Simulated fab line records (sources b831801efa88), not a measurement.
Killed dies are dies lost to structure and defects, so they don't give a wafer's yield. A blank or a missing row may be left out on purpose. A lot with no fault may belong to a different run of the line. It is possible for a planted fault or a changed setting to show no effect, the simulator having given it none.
Which tool is to blame? + flow gf180mcu + 42 wafers sampled from 14 lots at 1 step of a route of 602

WHAT THE GAUGES READ, wafer by wafer
GF_V3_RS_MEAS_24: measures by four-point-probe.
| lot  | measured     | on            | V3_W_RS (ohm/sq)  |
|------|--------------|---------------|-------------------|
| L568 | day 22 08:34 | film_metro-02 | 0.328 0.331 0.330 |
| L569 | day 22 18:53 | film_metro-02 | 0.323 0.323 0.322 |
| L570 | day 23 00:45 | film_metro-01 | 0.331 0.332 0.332 |
| L571 | day 23 16:58 | film_metro-02 | 0.328 0.324 0.323 |
| L572 | day 24 00:25 | film_metro-04 | 0.333 0.329 0.332 |
| L577 | day 25 13:13 | film_metro-01 | 0.327 0.325 0.327 |
| L581 | day 27 00:11 | film_metro-04 | 0.329 0.324 0.324 |
| L583 | day 27 19:34 | film_metro-02 | 0.330 0.329 0.329 |
| L585 | day 28 03:51 | film_metro-01 | 0.331 0.331 0.324 |
| L586 | day 28 13:12 | film_metro-01 | 0.327 0.330 0.329 |
| L587 | day 28 15:54 | film_metro-02 | 0.333 0.334 0.332 |
| L588 | day 28 22:10 | film_metro-01 | 0.329 0.330 0.328 |
| L590 | day 29 13:28 | film_metro-01 | 0.333 0.330 0.334 |
| L591 | day 29 17:19 | film_metro-04 | 0.323 0.327 0.327 |

WHICH TOOL RAN EACH LOT (tool, then ch and the chambers of the sampled wafers, then the start)
Before these readings, the record contains no process step.

WHAT THE TOOLS THEMSELVES READ (means of the sampled wafers that have a number; where no wafer has one, the mark that the record gives instead)
The record holds no such reading with a usual standard deviation.

THE ANSWER, worked out from the rows above alone
Rule: usual is defined by the lots themselves. The widest of any qualifying gaps counts: lots, ordered by their means at a reading, are off when they make up no more than a third of the lots, leave a main group of 4 or more, and stand apart from it by 3 or more times the standard deviation of that group's means. The tables above print the reading to a certain number of digits; a main group whose means all agree to those digits is not used. A lot without any number at a reading at which 4 lots or more have one is off too. Where the step has rows for the other lots, those lots are counted as sound. First the gauges in route order, then the tools' own readings, where a lot's mean is used as printed above. At the first step where some lot is off, the reading lying furthest off is the one used; lots without a number count as furthest.
Across all readings shown, no lot is off: no conclusion can be drawn from this.

WHAT WAS PUT IN BY THE SIMULATOR
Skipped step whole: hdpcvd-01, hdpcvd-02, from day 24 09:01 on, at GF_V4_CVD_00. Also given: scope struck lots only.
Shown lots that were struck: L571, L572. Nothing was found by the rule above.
